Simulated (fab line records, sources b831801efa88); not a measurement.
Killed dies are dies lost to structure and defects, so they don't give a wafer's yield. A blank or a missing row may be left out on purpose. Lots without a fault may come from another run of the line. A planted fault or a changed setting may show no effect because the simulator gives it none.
Problem report in the 8D (eight disciplines) form, filled by code | flow sky130 | the parts of the form that need people (team, actions taken, sign-off) are left out

1. THE PROBLEM
developer_temp_C at SKY_LDD_HVP_DEVELOP_06 reads a mean of 23.86 C on 6 wafers of 2 lots; wafers without a fault read 22.95 C with a standard deviation of 0.089. That is +10 standard deviations from the usual mean.
The step: develop time 60 s.
First seen on wafer L648.2, day 26 12:56, on litho_track-03. The record holds 39 wafers of 13 lots with a number at this step. Rule for "out", or "out of limits": more than 4 standard deviations from the usual mean. The other wafers with a number count as sound.

2. WHAT IT IS AND WHAT IT IS NOT
question                    | is                     | is not
which readings at this step | developer_temp_C       | exhaust_pa
which lots                  | L647, L648             | L638, L639, L643, L644, L645, L646, L656, L657, L658, L659, L660
which wafers of those lots  | all that have a number | -
read on which tools         | litho_track-03         | litho_track-01, litho_track-02
when                        | from day 26 12:56      | up to then (18 sound wafers); but 15 sound wafers of L656, L657, L658, L659, L660 came after

3. SUSPECTS, AND WHAT RULES EACH OUT
Counting: a tool at a process step up to the reading stays a suspect if it ran every lot that is out and no sound lot after the first of them.
- litho_track-03 at SKY_LDD_HVP_DEVELOP_06 (develop time 60 s): ruled out as a lasting fault. Sound lots L657, L658 ran on it after its first lot that is out, L648 (day 26 12:56).
Left after counting: nothing in the record.

4. THE CAUSE (what the simulator had put in)
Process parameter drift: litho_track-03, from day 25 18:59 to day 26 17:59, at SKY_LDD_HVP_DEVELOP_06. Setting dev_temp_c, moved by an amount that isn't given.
Counting ruled it out, wrongly.

5. THE CHAIN OF EFFECTS, in route order
Each row: a reading whose mean over the struck wafers that have a number lies more than 3 standard deviations from the usual. Only readings for which the record gives a usual standard deviation are gone through. hours: the time from each lot's start at the first step in this table that gives one to its start at this step, as a median over the lots. sigmas: the change in usual standard deviations.
hours | step                   | reading          | usual   | on struck wafers | change | sigmas
0     | SKY_LDD_HVP_DEVELOP_06 | developer_temp_C | 22.95 C | 23.86            | +0.91  | +10
The process steps in it:
- SKY_LDD_HVP_DEVELOP_06: develop time 60 s.

6. WHAT WOULD HAVE CAUGHT IT SOONER
In this record the first reading out of limits was taken at day 26 12:56, 18 hours after the fault began at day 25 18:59.
